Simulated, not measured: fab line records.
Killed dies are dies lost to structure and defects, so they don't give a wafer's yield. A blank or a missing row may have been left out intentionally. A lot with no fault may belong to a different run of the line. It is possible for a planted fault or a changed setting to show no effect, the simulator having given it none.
What tool caused it? | flow gf180mcu | 6 lots with 18 wafers sampled at 3 steps, on a route of 602 steps

== WHAT THE GAUGES READ, wafer by wafer ==
GF_HV_LDD_RS_MEAS_53: measurement is done with a four-point probe.
lot  | measured     | on           | HV_LDD_RS (ohm/sq)
L736 | day 14 17:25 | filmMetro-04 | 417.4 417.7 417.0
L740 | day 16 00:35 | filmMetro-04 | 418.5 418.5 417.6
L743 | day 16 20:20 | filmMetro-01 | 418.2 419.5 421.2
L747 | day 18 03:26 | filmMetro-01 | 421.7 422.3 422.2
L750 | day 19 04:10 | filmMetro-01 | 419.2 418.8 419.1
L753 | day 20 03:03 | filmMetro-02 | 418.8 418.1 418.3

== TOOL THAT RAN EACH LOT (tool first, then ch and the chambers of the sampled wafers, then the start) ==
lot  | GF_NWELL_STRIP_10                  | GF_HV_LDD_IMPLANT_33
L736 | plasmaAsher-02 ch 0,1, day 4 17:23 | implanter-04 ch 0, day 13 19:05
L740 | plasmaAsher-01 ch 0,1, day 5 14:29 | implanter-01 ch 0, day 15 01:20
L743 | plasmaAsher-01 ch 0,1, day 6 08:01 | implanter-04 ch 0, day 15 20:33
L747 | plasmaAsher-01 ch 0, day 7 04:29   | implanter-01 ch 0, day 17 04:24
L750 | plasmaAsher-01 ch 0,1, day 7 22:07 | implanter-02 ch 0, day 18 03:52
L753 | plasmaAsher-03 ch 0,1, day 8 14:46 | implanter-02 ch 0, day 19 02:25
- GF_NWELL_STRIP_10: strips in O2/N2.
- GF_HV_LDD_IMPLANT_33

== THE ANSWER, worked out from the rows above alone ==
Rule: the lots themselves supply what counts as usual. The widest of any qualifying gaps counts: lots, ordered by their means at a reading, are off when they make up no more than a third of the lots, leave a main group of 4 or more, and stand apart from it by 3 or more times the standard deviation of that group's means. A main group is skipped when, at the precision printed for the reading in the tables above, its means are all equal. Also off: a lot with no number at a reading for which 4 or more lots have one. Any other lot the step has rows for is counted as sound.
Off: at GF_HV_LDD_RS_MEAS_53 (HV_LDD_RS), L747. Mean 418.5 ohm/sq and standard deviation 0.77 in the main group.
If a tool, at a process step before that reading, ran all the lots that are off and no sound lot after the first of them, it fits. Those tools and the gauges at GF_HV_LDD_RS_MEAS_53 are tried in the same way. One fits: GF_HV_LDD_IMPLANT_33 on implanter-01. A fault onset in the window from L740 (day 15 01:20, its last sound lot) to L747 (day 17 04:24, its first lot off) fits.

== WHAT THE SIMULATOR HAD PUT IN ==
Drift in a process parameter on implanter-01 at GF_HV_LDD_IMPLANT_33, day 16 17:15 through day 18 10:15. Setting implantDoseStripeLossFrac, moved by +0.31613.
Shown lots that were struck: L747. The rule above reached the same finding.
